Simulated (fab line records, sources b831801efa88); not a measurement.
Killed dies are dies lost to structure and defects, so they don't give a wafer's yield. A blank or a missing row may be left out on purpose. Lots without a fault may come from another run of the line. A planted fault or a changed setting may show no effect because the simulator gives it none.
fab line records | flow sky130
record lots=6 wafers=18 last_day=49
route steps=708 shown PWDE@46 NWELL@56 PAD_OPEN@708
lots that met no fault: from a run of the same line without faults
start_h: hours from the record's first day to the start of the lot's first wafer shown | wait_h: hours since the lot's step before | " the same as in the row above | L1.1+2: a row that stands for several wafers | - no value, or no start given | * or withheld: withheld | < > ~ a bound
route shown NAME@n: a module of which the file shows steps, and the number in the route of the first | usual: mean/standard deviation of fault-free wafers | same: alike in all rows | chamber/n: place in a boat | sites: the reading at each site | _std_site: their standard deviation | _edge_site: outer sites' mean less inner sites' | radius_mm: how far each site lies from the wafer's centre | mask NAME#n: copy n | behind: the tool/chamber that last shaped the wafer | hold: why the lot was held/for how many hours/how that ended | device: the transistor (n, p or np) that didn't switch | end of line: the same wafers' tests at the end of the route | a step without rows: its recipe alone | killed: dies lost to structure and defects at the first sort, not the wafer's yield | map: a wafer's dies, x killed, . not, _ none there
set.NAME: the setting as run; set.NAME@STEP: as run at that earlier step | model.NAME: the simulator's own value behind a step, which no gauge read
lots at some steps of the route; a table a step, a row a wafer
services: from which hour (start_h, from the record's first day; less than 0 if before it) a tool's chamber was out of use, for how many hours, and why
## steps
# step SKY_PWDE_HMDS_01
# recipe prime_time_s=60 prime_temp_c=120
# step SKY_PWDE_COAT_02
# recipe spin_rpm=2000 resist_thk_nm=3000
# step SKY_PWDE_SOFTBAKE_03
# recipe temp_c=110 time_s=withheld
# step SKY_PWDE_EXPOSE_04
# recipe mask_id=PWDEM na=0.6 source_shape=conventional sigma_outer=0.6 polarization=unpolarized target_cd_nm=840 dose_mj=214
# step SKY_PWDE_PEB_05
# recipe temp_c=115 time_s=withheld
# step SKY_PWDE_DEVELOP_06
# recipe wall_angle_deg=90 developer=TMAH develop_time_s=60 dev_temp_c=23
# step SKY_PWDE_OVL_MEAS_07
# usual PWDE_OVL=-1.5/1.5
# columns lot.wafer tool chamber start_h wait_h PWDE_OVL[nm]
L712.1 overlay-01 - 73.06 - -3.3
L712.4 " - " " -1.6
L712.6 " - " " -2.9
L717.3 overlay-02 - 104.43 - -1.9
L717.4 " - " " -0.6
L717.6 " - " " -2.1
L718.2 overlay-02 - 108.28 - -1.5
L718.4 " - " " -1.9
L718.5 " - " " -2.6
L719.1 overlay-01 - 112.71 - -3.3
L719.2 " - " " -3.6
L719.5 " - " " -3.3
L728.1 overlay-02 - 162.11 - -4.0
L728.4 " - " " -3.0
L728.6 " - " " -4.3
L731.3 overlay-02 - 179.09 - -1.8
L731.5 " - " " -2.4
L731.6 " - " " 0.1
# step SKY_PWDE_IMPLANT_08
# recipe species=B energy_kev=150 dose_cm2=3.6e+12 tilt_deg=withheld
# step SKY_PWDE_STRIP_09
# recipe chemistry=O2/N2 power_w=1400 pressure_mtorr=1500 platen_temp_c=withheld o2_flow_sccm=3000 n2_flow_sccm=300 overash_fraction=0.5
# usual drypump_motor_current_A=5.4/0.41 oes_product_au=0.722/0.0043 strip_time_to_endpoint_s=36.93/0.088
# columns lot.wafer tool chamber start_h wait_h drypump_motor_current_A oes_product_au rf_hours_counter_h strip_time_to_endpoint_s
L712.1 plasma_asher-02 0 73.25 0.1 4.9 0.726 27 36.92
L712.4 " 1 " " 5.7 0.721 - 36.86
L712.6 " 1 " " 5.7 0.721 - 36.86
L717.3 plasma_asher-03 1 104.63 0.1 5.3 0.724 - 36.91
L717.4 " 0 " " 6.1 0.719 - 36.89
L717.6 " 1 " " 5.3 0.713 - 37.00
L718.2 plasma_asher-02 1 108.46 0.1 5.7 0.723 30 37.12
L718.4 " 0 " " 4.9 0.721 - 37.07
L718.5 " 0 " " 4.9 0.722 - 36.98
L719.1 plasma_asher-02 0 112.90 0.1 4.9 0.720 31 37.05
L719.2 " 1 " " 5.7 0.727 31 37.00
L719.5 " 1 " " 5.7 0.722 - 36.90
L728.1 plasma_asher-03 1 162.30 0.1 5.3 0.719 47 36.87
L728.4 " 1 " " 5.3 0.725 - 36.81
L728.6 " 1 " " 5.3 0.714 - 36.79
L731.3 plasma_asher-03 1 179.30 0.1 5.3 0.728 - 36.80
L731.5 " 1 " " 5.4 0.729 - 36.86
L731.6 " 0 " " 6.0 0.721 - 36.88
# step SKY_PWDE_TW_MEAS_10
# usual PWDE_TW=374.4/1.9
# columns lot.wafer tool chamber start_h wait_h PWDE_TW
L712.1 film_metro-03 - 73.35 0.1 373.7
L712.4 " - " " 376.0
L712.6 " - " " 374.6
L717.3 film_metro-02 - 104.72 0.1 372.3
L717.4 " - " " 373.1
L717.6 " - " " 371.5
L718.2 film_metro-01 - 108.57 0.1 374.2
L718.4 " - " " 374.5
L718.5 " - " " 374.2
L719.1 film_metro-03 - 113.00 0.1 376.4
L719.2 " - " " 376.1
L719.5 " - " " 375.4
L728.1 film_metro-03 - 162.40 0.1 376.1
L728.4 " - " " 375.2
L728.6 " - " " 376.9
L731.3 film_metro-02 - 179.38 0.1 372.8
L731.5 " - " " 374.5
L731.6 " - " " 373.4
# step SKY_NWELL_DEHYDRATE_03
# recipe temp_c=200 time_s=60
# step SKY_NWELL_HMDS_04
# recipe prime_time_s=60 prime_temp_c=120
# step SKY_NWELL_COAT_05
# recipe spin_rpm=2000 resist_thk_nm=3000
# usual chill_plate_temp_C=22.98/0.099 dispense_pressure_kPa=45.8/1.1 spin_speed_rpm=2000.1/1.3
# columns lot.wafer tool chamber start_h wait_h chill_plate_temp_C dispense_pressure_kPa spin_speed_rpm
L712.1 litho_track-03 0 81.27 0.1 22.83 44.3 2000.6
L712.4 " 0 " " 22.89 44.3 1998.9
L712.6 " 0 " " 22.83 44.3 1998.9
L717.3 litho_track-01 0 113.18 0.1 23.12 46.3 2002.5
L717.4 " 0 " " 22.93 46.4 2001.1
L717.6 " 0 " " 22.94 46.3 2000.3
L718.2 litho_track-01 - 117.40 0.1 - - -
L718.4 " - " " - - -
L718.5 " - " " - - -
L719.1 litho_track-01 - 121.63 0.1 - - -
L719.2 " - " " - - -
L719.5 " - " " - - -
L728.1 litho_track-01 0 172.28 0.1 22.89 46.3 1999.3
L728.4 " 0 " " 22.93 46.3 1999.0
L728.6 " 0 " " 23.20 46.3 1999.2
L731.3 litho_track-03 0 189.22 0.1 22.98 44.3 2002.0
L731.5 " 0 " " 22.92 44.3 2000.9
L731.6 " 0 " " 23.24 44.3 2001.7
# step SKY_NWELL_SOFTBAKE_06
# recipe temp_c=110 time_s=withheld
# step SKY_NWELL_EXPOSE_07
# recipe mask_id=NWM na=0.6 source_shape=conventional sigma_outer=0.6 polarization=unpolarized target_cd_nm=840 dose_mj=255
# step SKY_NWELL_PEB_08
# recipe temp_c=115 time_s=withheld
# step SKY_NWELL_DEVELOP_09
# recipe wall_angle_deg=90 developer=TMAH develop_time_s=60 dev_temp_c=23
# step SKY_NWELL_OVL_MEAS_10
# usual NWELL_00_OVL=-0.6/1.5
# columns lot.wafer tool chamber start_h wait_h NWELL_00_OVL[nm]
L712.1 overlay-01 - 89.88 - 0.7
L712.4 " - " " 0.1
L712.6 " - " " 1.2
L717.3 overlay-01 - 122.34 - -2.1
L717.4 " - " " -1.3
L717.6 " - " " -0.6
L718.2 overlay-02 - 126.92 - -
L718.4 " - " " -
L718.5 " - " " -
L719.1 overlay-02 - 130.98 - -
L719.2 " - " " -
L719.5 " - " " -
L728.1 overlay-02 - 182.46 - 1.5
L728.4 " - " " 1.6
L728.6 " - " " 0.8
L731.3 overlay-02 - 199.74 - 1.5
L731.5 " - " " 0.4
L731.6 " - " " 2.1
# step SKY_NWELL_IMPLANT_11
# recipe species=P energy_kev=400 dose_cm2=1.9e+13 tilt_deg=withheld
# step SKY_NWELL_IMPLANT_12
# recipe species=P energy_kev=120 dose_cm2=1.3e+12 tilt_deg=withheld
# step SKY_NWELL_IMPLANT_13
# recipe species=P energy_kev=50 dose_cm2=7e+11 tilt_deg=withheld
# step SKY_NWELL_STRIP_14
# recipe chemistry=O2/N2 power_w=1400 pressure_mtorr=1500 platen_temp_c=withheld o2_flow_sccm=3000 n2_flow_sccm=300 overash_fraction=0.5
# usual drypump_motor_current_A=5.5/0.41 oes_product_au=0.722/0.0047 strip_time_to_endpoint_s=36.94/0.12
# columns lot.wafer tool chamber start_h wait_h drypump_motor_current_A oes_product_au rf_hours_counter_h strip_time_to_endpoint_s
L712.1 plasma_asher-03 0 90.36 0.1 6.1 0.719 40 37.04
L712.4 " 1 " " 5.3 0.727 - 37.04
L712.6 " 0 " " 6.1 0.729 - 36.93
L717.3 plasma_asher-03 0 122.85 0.1 6.1 0.725 - 37.07
L717.4 " 1 " " 5.3 0.715 - 37.12
L717.6 " 0 " " 6.1 0.718 - 37.06
L718.2 plasma_asher-03 0 127.40 0.1 6.1 - 44 -
L718.4 " 0 " " 6.1 - - -
L718.5 " 1 " " 5.4 - - -
L719.1 plasma_asher-02 0 131.46 0.1 4.9 - 33 -
L719.2 " 1 " " 5.7 - 33 -
L719.5 " 1 " " 5.7 - - -
L728.1 plasma_asher-03 1 182.95 0.1 5.3 0.728 50 36.89
L728.4 " 0 " " 6.1 0.718 - 36.84
L728.6 " 0 " " 6.1 0.729 - 36.97
L731.3 plasma_asher-03 0 200.25 0.1 6.1 0.725 - 36.97
L731.5 " 0 " " 6.1 0.725 - 36.87
L731.6 " 1 " " 5.3 0.722 - 36.86
# step SKY_NWELL_TW_MEAS_15
# usual NWELL_TW=1821/11
# columns lot.wafer tool chamber start_h wait_h NWELL_TW
L712.1 film_metro-03 - 90.46 0.1 1823
L712.4 " - " " 1837
L712.6 " - " " 1839
L717.3 film_metro-01 - 122.93 0.1 1804
L717.4 " - " " 1805
L717.6 " - " " 1799
L718.2 film_metro-01 - 127.51 0.1 1816
L718.4 " - " " 1810
L718.5 " - " " 1811
L719.1 film_metro-01 - 131.56 0.1 1808
L719.2 " - " " 1807
L719.5 " - " " 1806
L728.1 film_metro-03 - 183.05 0.1 1839
L728.4 " - " " 1849
L728.6 " - " " 1837
L731.3 film_metro-01 - 200.33 0.1 1827
L731.5 " - " " 1802
L731.6 " - " " 1818
# step SKY_NWELL_DEHYDRATE_16
# recipe temp_c=200 time_s=60
# step SKY_NWELL_HMDS_17
# recipe prime_time_s=60 prime_temp_c=120
# step SKY_NWELL_COAT_18
# recipe spin_rpm=2000 resist_thk_nm=3000
# step SKY_NWELL_SOFTBAKE_19
# recipe temp_c=110 time_s=withheld
# step SKY_NWELL_EXPOSE_20
# recipe mask_id=NWM_COMPLEMENT na=0.6 source_shape=conventional sigma_outer=0.6 polarization=unpolarized target_cd_nm=840 dose_mj=260
# step SKY_NWELL_PEB_21
# recipe temp_c=115 time_s=withheld
# step SKY_NWELL_DEVELOP_22
# recipe wall_angle_deg=90 developer=TMAH develop_time_s=60 dev_temp_c=23
# step SKY_NWELL_OVL_MEAS_23
# usual NWELL_01_OVL=-0.2/1.6
# columns lot.wafer tool chamber start_h wait_h NWELL_01_OVL[nm]
L712.1 overlay-02 - 107.86 - -1.6
L712.4 " - " " -1.0
L712.6 " - " " -2.5
L717.3 overlay-02 - 142.24 - 1.0
L717.4 " - " " 2.7
L717.6 " - " " 1.0
L718.2 overlay-02 - 146.38 - -2.1
L718.4 " - " " -2.4
L718.5 " - " " -1.4
L719.1 overlay-01 - 150.97 - 2.2
L719.2 " - " " 2.0
L719.5 " - " " 3.9
L728.1 overlay-01 - 203.72 - -0.8
L728.4 " - " " -1.2
L728.6 " - " " -0.5
L731.3 overlay-01 - 222.14 - -1.2
L731.5 " - " " -1.7
L731.6 " - " " -0.6
# step SKY_NWELL_IMPLANT_24
# recipe species=B energy_kev=140 dose_cm2=9.2e+12 tilt_deg=withheld
# step SKY_NWELL_STRIP_25
# recipe chemistry=O2/N2 power_w=1400 pressure_mtorr=1500 platen_temp_c=withheld o2_flow_sccm=3000 n2_flow_sccm=300 overash_fraction=0.5
# usual drypump_motor_current_A=5.5/0.38 oes_product_au=0.722/0.0051 strip_time_to_endpoint_s=36.91/0.11
# columns lot.wafer tool chamber start_h wait_h drypump_motor_current_A oes_product_au rf_hours_counter_h strip_time_to_endpoint_s
L712.1 plasma_asher-04 1 108.05 0.1 5.4 0.718 41 37.10
L712.4 " 0 " " 5.1 0.717 - 37.08
L712.6 " 1 " " 5.4 0.721 - 37.04
L717.3 plasma_asher-04 0 142.45 0.1 5.1 0.720 - 36.86
L717.4 " 1 " " 5.4 0.719 - 36.85
L717.6 " 0 " " 5.1 0.727 - 36.83
L718.2 plasma_asher-04 1 146.56 0.1 5.4 0.717 1 37.10
L718.4 " 0 " " 5.1 0.716 - 37.09
L718.5 " 1 " " 5.4 0.730 - 36.98
L719.1 plasma_asher-03 1 151.15 0.1 5.3 0.724 46 36.74
L719.2 " 0 " " 6.1 0.728 46 36.97
L719.5 " 0 " " 6.1 0.726 - 36.93
L728.1 plasma_asher-03 0 203.90 0.1 6.1 0.720 52 36.81
L728.4 " 0 " " 6.1 0.718 - 36.69
L728.6 " 1 " " 5.3 0.725 - 36.74
L731.3 plasma_asher-03 0 222.35 0.1 6.1 0.723 - 37.03
L731.5 " 1 " " 5.3 0.722 - 37.03
L731.6 " 0 " " 6.1 0.722 - 37.02
# step SKY_NWELL_TW_MEAS_26
# usual NWELL_2_TW=497/3.1
# columns lot.wafer tool chamber start_h wait_h NWELL_2_TW
L712.1 film_metro-01 - 108.15 0.1 495
L712.4 " - " " 498
L712.6 " - " " 499
L717.3 film_metro-01 - 142.53 0.1 492
L717.4 " - " " 491
L717.6 " - " " 493
L718.2 film_metro-02 - 146.67 0.1 1828
L718.4 " - " " 1825
L718.5 " - " " 1830
L719.1 film_metro-02 - 151.25 0.1 1841
L719.2 " - " " 1837
L719.5 " - " " 1828
L728.1 film_metro-02 - 204.00 0.1 496
L728.4 " - " " 494
L728.6 " - " " 494
L731.3 film_metro-02 - 222.43 0.1 499
L731.5 " - " " 494
L731.6 " - " " 497
# step SKY_NWELL_CLEAN_27
# recipe chemistry=SC1/SC2 mix=1:4:20 temp_c=70 time_s=150 dry=n2_spin
# step SKY_PAD_OPEN_PROBE_99
# usual killed_at_M0_to_M3=44/7.3 killed_at_M4_up=3.0/1.9 killed_at_contacts=24/5 killed_at_front_end=16/4.5 killed_at_other=0.3/0.46 killed_dies=87/10 killed_on_rim=17/3.5 killed_open=47/8.3 killed_short=39/6.4
# same gross_dies=492 killed_at_back_side=0
# columns lot.wafer tool chamber start_h wait_h killed_at_M0_to_M3 killed_at_M4_up killed_at_contacts killed_at_front_end killed_at_other killed_dies killed_on_rim killed_open killed_short
L718.2 prober-01 - 1114.30 0.1 31 4 24 433 0 492 96 37 35
L718.4 prober-01 - 1114.40 0.2 49 2 21 419 1 492 96 38 48
L718.5 prober-01 - 1114.45 0.2 48 2 23 419 0 492 96 58 28
L719.1 prober-01 - 1122.75 0.1 40 2 27 423 0 492 96 43 40
L719.2 prober-01 - 1122.80 0.1 45 2 21 423 1 492 96 35 47
L719.5 prober-01 - 1122.95 0.2 49 4 21 418 0 492 96 38 51
# killed by level:class
L718.2 NWELL:area_expose=420 LI_CONTACT:geometric_particle:open=8 CONTACT:geometric_particle:open=6 VIA1:geometric_particle:short=6 CONTACT:geometric_particle:short=5 LOCAL_INTERCONNECT:geometric_particle:short=4 VIA1:geometric_particle:open=4 VIA3:geometric_particle:open=4
L718.4 NWELL:area_expose=406 VIA1:geometric_particle:open=15 CONTACT:geometric_particle:short=8 METAL1:geometric_particle:short=6 VIA1:geometric_particle:short=6 METAL2:geometric_particle:short=5 FIELD_ISO:geometric_particle:short=4 VIA2:geometric_particle:open=4
L718.5 NWELL:area_expose=406 VIA1:geometric_particle:open=12 LI_CONTACT:geometric_particle:open=10 CONTACT:geometric_particle:open=8 VIA2:geometric_particle:open=7 METAL2:geometric_particle:short=6 VIA3:geometric_particle:open=6 SPACER:geometric_particle:open=5
L719.1 NWELL:area_expose=409 VIA3:geometric_particle:open=10 LI_CONTACT:geometric_particle:open=8 CONTACT:geometric_particle:open=8 VIA1:geometric_particle:short=7 VIA1:geometric_particle:open=7 POLY_GATE:geometric_particle:short=5 LOCAL_INTERCONNECT:geometric_particle:short=5
L719.2 NWELL:area_expose=410 VIA1:geometric_particle:short=12 VIA1:geometric_particle:open=7 CONTACT:geometric_particle:open=7 METAL2:geometric_particle:short=7 FIELD_ISO:geometric_particle:short=5 LI_CONTACT:geometric_particle:open=5 CONTACT:geometric_particle:short=5
L719.5 NWELL:area_expose=403 VIA1:geometric_particle:open=9 METAL2:geometric_particle:short=8 CONTACT:geometric_particle:open=7 VIA2:geometric_particle:open=6 METAL1:geometric_particle:short=6 VIA1:geometric_particle:short=6 CONTACT:geometric_particle:short=5
# map L718.2 (x killed, . not)
__________xxxxxxxxxx_________
________xxxxxxxxxxxxxx_______
______xxxxxxxxxxxxxxxxxx_____
_____xxxxxxxxxxxxxxxxxxxx____
____xxxxxxxxxxxxxxxxxxxxxx___
___xxxxxxxxxxxxxxxxxxxxxxxx__
__xxxxxxxxxxxxxxxxxxxxxxxxxx_
_xxxxxxxxxxxxxxxxxxxxxxxxxxxx
_xxxxxxxxxxxxxxxxxxxxxxxxxxxx
_xxxxxxxxxxxxxxxxxxxxxxxxxxxx
_xxxxxxxxxxxxxxxxxxxxxxxxxxxx
_xxxxxxxxxxxxxxxxxxxxxxxxxxxx
_xxxxxxxxxxxxxxxxxxxxxxxxxxxx
_xxxxxxxxxxxxxxxxxxxxxxxxxxxx
_xxxxxxxxxxxxxxxxxxxxxxxxxxxx
__xxxxxxxxxxxxxxxxxxxxxxxxxx_
___xxxxxxxxxxxxxxxxxxxxxxxx__
____xxxxxxxxxxxxxxxxxxxxxx___
_____xxxxxxxxxxxxxxxxxxxx____
______xxxxxxxxxxxxxxxxxx_____
________xxxxxxxxxxxxxx_______
__________xxxxxxxxxx_________
# map L719.1 (x killed, . not)
__________xxxxxxxxxx_________
________xxxxxxxxxxxxxx_______
______xxxxxxxxxxxxxxxxxx_____
_____xxxxxxxxxxxxxxxxxxxx____
____xxxxxxxxxxxxxxxxxxxxxx___
___xxxxxxxxxxxxxxxxxxxxxxxx__
__xxxxxxxxxxxxxxxxxxxxxxxxxx_
_xxxxxxxxxxxxxxxxxxxxxxxxxxxx
_xxxxxxxxxxxxxxxxxxxxxxxxxxxx
_xxxxxxxxxxxxxxxxxxxxxxxxxxxx
_xxxxxxxxxxxxxxxxxxxxxxxxxxxx
_xxxxxxxxxxxxxxxxxxxxxxxxxxxx
_xxxxxxxxxxxxxxxxxxxxxxxxxxxx
_xxxxxxxxxxxxxxxxxxxxxxxxxxxx
_xxxxxxxxxxxxxxxxxxxxxxxxxxxx
__xxxxxxxxxxxxxxxxxxxxxxxxxx_
___xxxxxxxxxxxxxxxxxxxxxxxx__
____xxxxxxxxxxxxxxxxxxxxxx___
_____xxxxxxxxxxxxxxxxxxxx____
______xxxxxxxxxxxxxxxxxx_____
________xxxxxxxxxxxxxx_______
__________xxxxxxxxxx_________
## services
# columns tool chamber start_h hours kind
plasma_asher-04 - 108.75 9.0 pm
plasma_asher-04 0 108.75 9.0 vent_cycle
plasma_asher-04 1 108.75 9.0 vent_cycle
plasma_asher-04 0 117.75 - clean
plasma_asher-04 1 117.75 - clean
plasma_asher-04 - 120.03 15.6 pm
plasma_asher-02 - 145.49 0.8 repair
plasma_asher-04 - 190.68 2.8 pm
plasma_asher-02 - 203.49 2.8 pm
plasma_asher-04 - 219.36 8.6 pm
## key
first_sign step=SKY_NWELL_COAT_05 reading=tool_record direction=missing
effect step=SKY_NWELL_OVL_MEAS_10 reading=NWELL_00_OVL direction=missing
effect step=SKY_NWELL_TW_MEAS_26 reading=NWELL_2_TW direction=up sigmas=99+ usual=497 struck=1832
effect step=SKY_PAD_OPEN_PROBE_99 reading=killed_at_front_end direction=up sigmas=90 usual=16 struck=422
more_kills_born_at SKY_NWELL_EXPOSE_07@iline_stepper-01=2454
met_at SKY_NWELL_COAT_05
struck_wafers L718.2,L718.4,L718.5,L719.1,L719.2,L719.5
tester_left_out L718,L719
onset_between 113.18 117.40
fault kind=skipped_step_whole tool=litho_track-01 chamber=- onset_h=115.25 steps=SKY_NWELL_COAT_05 scope=struck_lots_only
# tester_left_out: of these lots the tester's yield and bins aren't shown, on N5 and GAA mostly nor the transistor test; their killed dies are dies lost to structure and defects alone, not to doping, threshold or leakage, so they don't give the yield
